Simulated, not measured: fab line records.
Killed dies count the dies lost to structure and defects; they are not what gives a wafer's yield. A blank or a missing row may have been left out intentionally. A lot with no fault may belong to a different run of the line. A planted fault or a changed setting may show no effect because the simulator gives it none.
A struck lot beside a sound one :: flow sky130 :: 29 out of 708 route steps
Sound: the wafers L721.1, L721.3, L721.4. Struck: wafers L729.2, L729.4, L729.6. The cause is given at the end.
Per side, at each step with rows, come the tool, then ch with its chambers, and then its first start. Under that, the readings that differ: sound wafers :: struck wafers :: difference of the means :: sigmas: that difference in standard deviations of wafers without a fault.
alike: same words and numbers on both sides, and readings whose means sit less than 2 such deviations apart. not compared: any withheld reading, any reading some wafer has no value for, any bound like >300 that may hide the same value, and any number with overlapping values for which the record gives no deviation.
A row with sigmas, a row that says differs or no value, or rows on one side alone: a step with any of these is where the two part. When numbers do not overlap yet have no deviation, they are printed without sigmas and do not part them. Lack of a reading on every wafer of one side parts them only where that side has two or more wafers.

SKY_FIELD_ISO_BOW_MEAS_00:
  struck on film_metro-04, day 4 18:01; sound on film_metro-04, day 3 02:00
  alike: INCOMING_BOW
then, 1 step without rows for these wafers: SKY_FIELD_ISO_OXIDATION_01 (stabilise 600 s, purge 300 s, target thk 12 nm).
SKY_FIELD_ISO_THK_MEAS_02:
  struck on film_metro-01, day 4 19:38; sound on film_metro-02, day 3 06:13
  alike: FIELD_ISO_OXIDATION_00_THK
SKY_FIELD_ISO_CVD_03: deposits Si3N4 from DCS/NH3, target thk 165 nm, time 2830 s.
  sound on lpcvd-02 ch 0, day 3 06:17; struck on lpcvd-02 ch 1, day 4 20:35
  no value came back on the struck wafers for pressure_mtorr (mTorr), spike_tc_bottom_C (C), spike_tc_top_C (C); on the sound wafers pressure_mtorr (mTorr) reads 249.7 250.1 249.8
then, 8 steps without rows for these wafers: SKY_FIELD_ISO_DEHYDRATE_05 (time 60 s); SKY_FIELD_ISO_HMDS_06 (prime time 60 s); SKY_FIELD_ISO_COAT_07 (resist thk 60 nm); SKY_FIELD_ISO_COAT_08 (resist thk 450 nm); SKY_FIELD_ISO_SOFTBAKE_09 (time 90 s); SKY_FIELD_ISO_EXPOSE_10 (exposes mask FOM, target cd 150 nm); SKY_FIELD_ISO_PEB_11; SKY_FIELD_ISO_DEVELOP_12 (develop time 60 s).
SKY_FIELD_ISO_CD_MEAS_13 targets a cd of 150 nm.
  struck on cd_sem-02, day 5 15:50; sound on cd_sem-02, day 3 23:36
  alike: cd_nm
SKY_FIELD_ISO_ETCH_14: etches BARC in N2/H2, stops on SiO2, time 45.9 s, target depth 60 nm.
  sound on rie_diel-03 ch 0,1,3, day 3 23:43; struck on rie_diel-04 ch 1,2,3, day 5 15:56
  alike: chamber_pressure_mTorr, drypump_motor_current_A, oes_product_au, throttle_valve_pct
  not compared: rf_hours_counter_h
SKY_FIELD_ISO_ETCH_15: etches the open film in CHF3/O2, stops on Si, target depth 180 nm, time 72 s.
  sound on rie_diel-03 ch 0,1,3, day 3 23:46; struck on rie_diel-04 ch 1,2,3, day 5 15:58
reading: oes_product_au (a.u.)
sound: 0.937 0.944 0.942
struck: 1.001 0.989 0.988
difference: +0.052
sigmas: +8
  alike: O2_flow_sccm, chamber_pressure_mTorr, drypump_motor_current_A, throttle_valve_pct
  not compared: rf_hours_counter_h, model.etch.depth_nm
SKY_FIELD_ISO_STRIP_16: strips in O2/N2.
  sound on plasma_asher-04 ch 0,1, day 3 23:49; struck on plasma_asher-04 ch 0,1, day 5 16:02
  alike: chamber_pressure_mTorr, drypump_motor_current_A, oes_product_au, strip_time_to_endpoint_s
  not compared: rf_hours_counter_h
SKY_FIELD_ISO_ETCH_17: etches Si in HBr/Cl2/O2, target depth 342 nm, time 97.7 s.
  sound on rie_si-01 ch 0,1,2, day 3 23:55; struck on rie_si-02 ch 0,1,2, day 5 16:08
  alike: O2_flow_sccm, chamber_pressure_mTorr, drypump_motor_current_A, oes_product_au, throttle_valve_pct
  not compared: rf_hours_counter_h
then, 4 steps without rows for these wafers: SKY_FIELD_ISO_WET_ETCH_18 (etches Si3N4 in H3PO4, target depth 25 nm, time 286 s); SKY_FIELD_ISO_CLEAN_19 (cleans in SC1/SC2, time 150 s); SKY_FIELD_ISO_CLEAN_20 (cleans in dHF, time 20 s); SKY_FIELD_ISO_WET_ETCH_21 (etches SiO2 in dHF, target depth 20 nm, time 400 s).
SKY_FIELD_ISO_OXIDATION_22: stabilise 600 s, purge 300 s, target thk 10 nm.
  sound on furnace-01 ch 0, day 4 00:59; struck on furnace-01 ch 0, day 5 17:02
reading: model.SiO2_of_FIELD_ISO_OXIDATION_01.thk_nm (nm)
sound: 12.12 12.5 12.37
struck: 9.955 9.852 10.01
difference: -2.391
sigmas: 
  alike: spike_tc_top_C
SKY_FIELD_ISO_THK_MEAS_23:
  struck on film_metro-01, day 5 18:13; sound on film_metro-01, day 4 02:09
reading: FIELD_ISO_OXIDATION_01_THK (nm)
sound: 10.02 9.83 9.92
struck: - - -
difference: no value on the struck wafers
sigmas: 
then, 2 steps without rows for these wafers: SKY_FIELD_ISO_CVD_24 (deposits SiO2, target thk 595 nm, time 99.2 s); SKY_FIELD_ISO_ANNEAL_26 (time 1800 s).
SKY_FIELD_ISO_CMP_27: polishes, stops on Si3N4, t overpolish 16 s, target thk 457.8 nm.
  sound on cmp-02 ch 1,2,3, day 4 03:53; struck on cmp-02 ch 0,2,3, day 5 19:53
  alike: head_pressure_psi, motor_current_A
then, 1 step without rows for these wafers: SKY_FIELD_ISO_WET_ETCH_28 (etches SiO2 in dHF, target depth 23.7 nm, time 47 s).
SKY_FIELD_ISO_WET_ETCH_29: etches Si3N4 in H3PO4, target depth 160 nm, time 1825 s.
  sound on wet_bench-03 ch 0, day 4 04:12; struck on wet_bench-03 ch 0, day 5 20:13
reading: model.SiO2_of_FIELD_ISO_OXIDATION_01.thk_nm (nm)
sound: 11.8 12.18 12.04
struck: 9.637 9.535 9.696
difference: -2.384
sigmas: 
then, 1 step without rows for these wafers: SKY_FIELD_ISO_WET_ETCH_30 (etches SiO2 in dHF, target depth 25 nm, time 48.96 s).

## WHERE THEY PART
Last at SKY_FIELD_ISO_THK_MEAS_23 as far as this record goes, first at SKY_FIELD_ISO_CVD_03. Later steps at which nothing parts them and some readings are alike: SKY_FIELD_ISO_CMP_27.

WHY: what had been put in by the simulator
Beginning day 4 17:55, the whole step at SKY_FIELD_ISO_CVD_03 was skipped on lpcvd-02. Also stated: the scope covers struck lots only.
